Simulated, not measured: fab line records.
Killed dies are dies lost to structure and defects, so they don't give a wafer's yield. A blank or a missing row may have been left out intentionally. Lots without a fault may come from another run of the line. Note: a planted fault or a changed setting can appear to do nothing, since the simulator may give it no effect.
8D (eight disciplines) problem report, filled in by code	flow gf180mcu	the parts of the form that need people (team, actions taken, sign-off) are left out

== 1. THE PROBLEM ==
Mean MVPSD_TW at GF_MVPSD_TW_MEAS_11: 643 over 6 wafers in 2 lots; fault-free wafers: 554, standard deviation 4.7. That puts it +19 standard deviations away from the usual mean.
The first sign was on wafer L340.1 at day 10 00:21, on film_metro-04. The record holds 36 wafers of 12 lots with a number at this step. Rule for "out", or "out of limits": more than 4 standard deviations from the usual mean. The other wafers with a number count as sound.

== 2. WHAT IT IS AND WHAT IT IS NOT ==
question	is	is not
which readings at this step	MVPSD_TW	-
which lots	L340, L341	L321, L322, L323, L324, L329, L330, L331, L332, L336, L343
which wafers of those lots	all that have a number	-
read on which gauges	film_metro-04	film_metro-02, film_metro-03
when	from day 10 00:21	up to then (27 sound wafers); but 3 sound wafers of L343 came after

== 3. SUSPECTS, AND WHAT RULES EACH OUT ==
Counting: a tool at any process step up to the reading remains a suspect when it ran all the lots that are out and ran no sound lot after the first of those.
- the gauge at GF_MVPSD_TW_MEAS_11 is ruled out. All the wafers that are out were read on film_metro-04, but those of them that GF_MVPSD_IMPLANT_08 has rows for are out there too, on other tools.
- cmp-02 at GF_STI_CMP_25 (polishes, stops on Si3N4, t overpolish 33 s, target thk 524.6 nm): kept. It ran every lot that is out, first L340 (day 6 11:01), and no sound lot after that; its last sound lot up to then is L336 (day 5 15:02).
- plasma_asher-02 at GF_LVPWELL_STRIP_10 (strips in O2/N2): ruled out as a lasting fault. Following L340 (day 8 12:47), the first lot on it that is out, the sound lots L343 were run on it.
- implanter-04 at GF_MVPSD_IMPLANT_08: kept. It ran every lot that is out, first L340 (day 9 23:57), and no sound lot after that; its last sound lot up to then is L336 (day 9 01:26). Its own dose_ions_cm2, faraday_current_uA readings are out on those wafers.
What counting leaves: cmp-02 at GF_STI_CMP_25 and implanter-04 at GF_MVPSD_IMPLANT_08.

== 4. THE CAUSE (what the simulator had put in) ==
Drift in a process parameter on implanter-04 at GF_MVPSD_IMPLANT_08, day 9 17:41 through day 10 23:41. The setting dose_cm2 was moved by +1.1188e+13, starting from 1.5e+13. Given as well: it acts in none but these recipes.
Counting left 2 suspects, and this tool is among them.

== 5. THE EFFECT CHAIN, in route order ==
Each row: a reading whose mean over the struck wafers that have a number lies more than 3 standard deviations from the usual. Scope: only readings with a usual standard deviation given in the record; hours: median across lots of the time from each lot's start at the first step in this table that gives one to its start at this step; sigmas: change in usual standard deviations.
hours	step	reading	usual	on struck wafers	change	sigmas
0	GF_MVPSD_IMPLANT_08	dose_ions_cm2	1.4999e+13	2.6183e+13	+1.1184e+13	+99 or more
0	GF_MVPSD_IMPLANT_08	faraday_current_uA	84.5	148.8	+64.3	+38
0	GF_MVPSD_TW_MEAS_11	MVPSD_TW	554	643	+89	+19
77	GF_VT_IMPLANT_RS_MEAS_49	MVPSD_RS	1168 ohm/sq	881	-287	-82
The process steps in it:
- GF_MVPSD_IMPLANT_08
Later measuring or inspecting steps at which every struck wafer that the step has a row for has a number for every such reading, and none has moved that far: GF_VT_IMPLANT_OVL_MEAS_07.

== 6. HOW IT WOULD HAVE BEEN CAUGHT EARLIER ==
7 hours passed between the start of the fault at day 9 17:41 and the first reading out of limits at a measuring or inspecting step in this record, taken at day 10 00:21.
The tool's own readings at GF_MVPSD_IMPLANT_08 were out on every struck wafer that the step has a row for (dose_ions_cm2, faraday_current_uA): an alarm limit on them would have fired on the first of those.
Among the 2 lots that are out, L341 began GF_MVPSD_IMPLANT_08 on implanter-04 after day 10 00:21. It would have been spared by a hold on the tool at that moment.
